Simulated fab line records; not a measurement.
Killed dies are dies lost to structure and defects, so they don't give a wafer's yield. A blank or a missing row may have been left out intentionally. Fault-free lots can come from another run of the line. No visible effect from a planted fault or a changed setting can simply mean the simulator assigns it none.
Which tool was responsible? || flow sky130 || 12 lots, 36 wafers sampled, at 1 step of a route of 708

== WHAT THE GAUGES SHOWED, per wafer ==
SKY_METAL2_THK_MEAS_06: measures by xrf.
{"lot": "L075", "measured": "day 34 09:23", "on": "film-metro-03", "METAL2_ALCU_THK (nm)": "244.4 243.7 243.1"}
{"lot": "L077", "measured": "day 34 20:17", "on": "film-metro-03", "METAL2_ALCU_THK (nm)": "248.7 249.1 245.5"}
{"lot": "L079", "measured": "day 35 17:19", "on": "film-metro-03", "METAL2_ALCU_THK (nm)": "245.0 249.6 247.4"}
{"lot": "L081", "measured": "day 36 13:33", "on": "film-metro-01", "METAL2_ALCU_THK (nm)": "242.0 245.4 245.4"}
{"lot": "L083", "measured": "day 37 01:55", "on": "film-metro-03", "METAL2_ALCU_THK (nm)": "249.0 246.7 248.6"}
{"lot": "L085", "measured": "day 37 13:57", "on": "film-metro-03", "METAL2_ALCU_THK (nm)": "247.8 248.5 247.5"}
{"lot": "L087", "measured": "day 38 01:19", "on": "film-metro-01", "METAL2_ALCU_THK (nm)": "245.4 247.4 245.0"}
{"lot": "L089", "measured": "day 38 18:20", "on": "film-metro-03", "METAL2_ALCU_THK (nm)": "247.0 250.2 247.9"}
{"lot": "L091", "measured": "day 39 09:05", "on": "film-metro-04", "METAL2_ALCU_THK (nm)": "245.8 250.1 250.2"}
{"lot": "L093", "measured": "day 39 19:04", "on": "film-metro-04", "METAL2_ALCU_THK (nm)": "248.1 250.1 247.2"}
{"lot": "L095", "measured": "day 40 05:07", "on": "film-metro-04", "METAL2_ALCU_THK (nm)": "244.4 244.6 245.8"}
{"lot": "L097", "measured": "day 42 06:25", "on": "film-metro-01", "METAL2_ALCU_THK (nm)": "250.3 249.3 249.5"}

== EACH LOT AND THE TOOL THAT RAN IT (in order: tool; ch and the chambers of the sampled wafers; start) ==
No process step before these readings appears in the record.

== THE ANSWER, worked out from the rows above alone ==
Rule: what is usual is taken from the lots themselves. The widest of any qualifying gaps counts: lots, ordered by their means at a reading, are off when they make up no more than a third of the lots, leave a main group of 4 or more, and stand apart from it by 3 or more times the standard deviation of that group's means. If all means in a main group match to the digits the tables above print for the reading, that group is not used. Also off: a lot with no number at a reading for which 4 or more lots have one. Any other lot the step has rows for is counted as sound.
Across all readings shown, no lot is off: no conclusion can be drawn from this.

== WHAT WAS PUT IN BY THE SIMULATOR ==
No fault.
